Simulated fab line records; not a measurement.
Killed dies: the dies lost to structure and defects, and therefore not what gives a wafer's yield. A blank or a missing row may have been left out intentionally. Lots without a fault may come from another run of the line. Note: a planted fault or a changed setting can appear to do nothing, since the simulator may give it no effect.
Which tool is to blame? -- flow sky130 -- Sampling: 10 lots, 30 wafers, 5 of 708 route steps

== WHAT EACH GAUGE READ, for each wafer ==
SKY_SD_P_TW_MEAS_11.
lot,measured,on,SD_P_TW
L252,day 26 12:31,film metro-01,2796 2801 2794
L255,day 27 09:05,film metro-04,2873 2860 2858
L259,day 29 10:35,film metro-04,2869 2877 2869
L260,day 29 12:38,film metro-04,2884 2871 2878
L261,day 29 18:14,film metro-04,2851 2866 2859
L266,day 31 03:11,film metro-03,2839 2837 2832
L267,day 31 16:43,film metro-01,3002 3022 3011
L269,day 32 07:59,film metro-01,3025 3029 3013
L270,day 32 08:02,film metro-04,2888 2898 2882
L272,day 33 16:58,film metro-04,2880 2892 2872

== EACH LOT AND THE TOOL THAT RAN IT (in order: tool; ch and the chambers of the sampled wafers; start) ==
lot,SKY_POLY_GATE_ETCH_15,SKY_SPACER_ETCHBACK_02,SKY_SD_P_IMPLANT_09,SKY_SD_P_STRIP_10
L252,"rie diel-03 ch 0,1,2, day 17 06:38","rie diel-03 ch 0,1,3, day 24 00:37","implanter-01 ch 0, day 26 12:16","plasma asher-04 ch 0,1, day 26 12:25"
L255,"rie diel-01 ch 0,2, day 18 05:44","rie diel-03 ch 1,2,3, day 24 21:14","implanter-04 ch 0, day 27 08:51","plasma asher-01 ch 1, day 27 08:59"
L259,"rie diel-01 ch 1,2,3, day 20 12:11","rie diel-04 ch 0,1, day 27 01:41","implanter-04 ch 0, day 29 10:20","plasma asher-01 ch 1, day 29 10:29"
L260,"rie diel-02 ch 0,2,3, day 20 13:20","rie diel-03 ch 1,2,3, day 27 02:53","implanter-03 ch 0, day 29 12:23","plasma asher-01 ch 0,1, day 29 12:32"
L261,"rie diel-02 ch 1,3, day 20 18:44","rie diel-03 ch 0,1, day 27 07:49","implanter-01 ch 0, day 29 18:01","plasma asher-01 ch 0,1, day 29 18:08"
L266,"rie diel-02 ch 0,2,3, day 22 08:05","rie diel-01 ch 1,2,3, day 28 18:53","implanter-03 ch 0, day 31 02:56","plasma asher-03 ch 0,1, day 31 03:05"
L267,"rie diel-02 ch 0,2,3, day 22 22:19","rie diel-01 ch 0,2, day 29 07:56","implanter-01 ch 0, day 31 16:28","plasma asher-01 ch 0, day 31 16:37"
L269,"rie diel-03 ch 0,1,2, day 23 10:08","rie diel-01 ch 0,1,2, day 29 23:28","implanter-01 ch 0, day 32 07:44","plasma asher-01 ch 0,1, day 32 07:53"
L270,"rie diel-01 ch 1,2,3, day 23 14:06","rie diel-03 ch 0,2,3, day 29 23:29","implanter-04 ch 0, day 32 07:50","plasma asher-04 ch 0,1, day 32 07:57"
L272,"rie diel-03 ch 0,3, day 25 03:50","rie diel-03 ch 0,2,3, day 31 10:55","implanter-04 ch 0, day 33 16:45","plasma asher-03 ch 0,1, day 33 16:52"
- SKY_POLY_GATE_ETCH_15: etches BARC in N2/H2, stops on SiO2, time 118.5 s, target depth 110 nm.
- SKY_SPACER_ETCHBACK_02: etches Si3N4 in CH3F/O2, stops on SiO2, time 46.7 s, target depth 45 nm.
- SKY_SD_P_IMPLANT_09
- SKY_SD_P_STRIP_10: strips in O2/N2.

== THE ANSWER, worked out from the rows above alone ==
Rule: what is usual is taken from the lots themselves. The widest of any qualifying gaps counts: lots, ordered by their means at a reading, are off when they make up no more than a third of the lots, leave a main group of 4 or more, and stand apart from it by 3 or more times the standard deviation of that group's means. The tables above print the reading to a certain number of digits; a main group whose means all agree to those digits is not used. Also off: a lot with no number at a reading for which 4 or more lots have one. Where the step has rows for the other lots, those lots are counted as sound.
Off: L267, L269, at SKY_SD_P_TW_MEAS_11 (SD_P_TW). For the main group the mean is 2859 and the standard deviation 28.
A tool fits if, at a process step before that reading, it ran every lot that is off, and no sound lot after the first of them. The gauges at SKY_SD_P_TW_MEAS_11 are tried like those tools. Can't be told from this: 4 tools fit, rie diel-01 at SKY_SPACER_ETCHBACK_02, implanter-01 at SKY_SD_P_IMPLANT_09, plasma asher-01 at SKY_SD_P_STRIP_10, film metro-01 at SKY_SD_P_TW_MEAS_11.

== WHAT THE SIMULATOR PUT IN ==
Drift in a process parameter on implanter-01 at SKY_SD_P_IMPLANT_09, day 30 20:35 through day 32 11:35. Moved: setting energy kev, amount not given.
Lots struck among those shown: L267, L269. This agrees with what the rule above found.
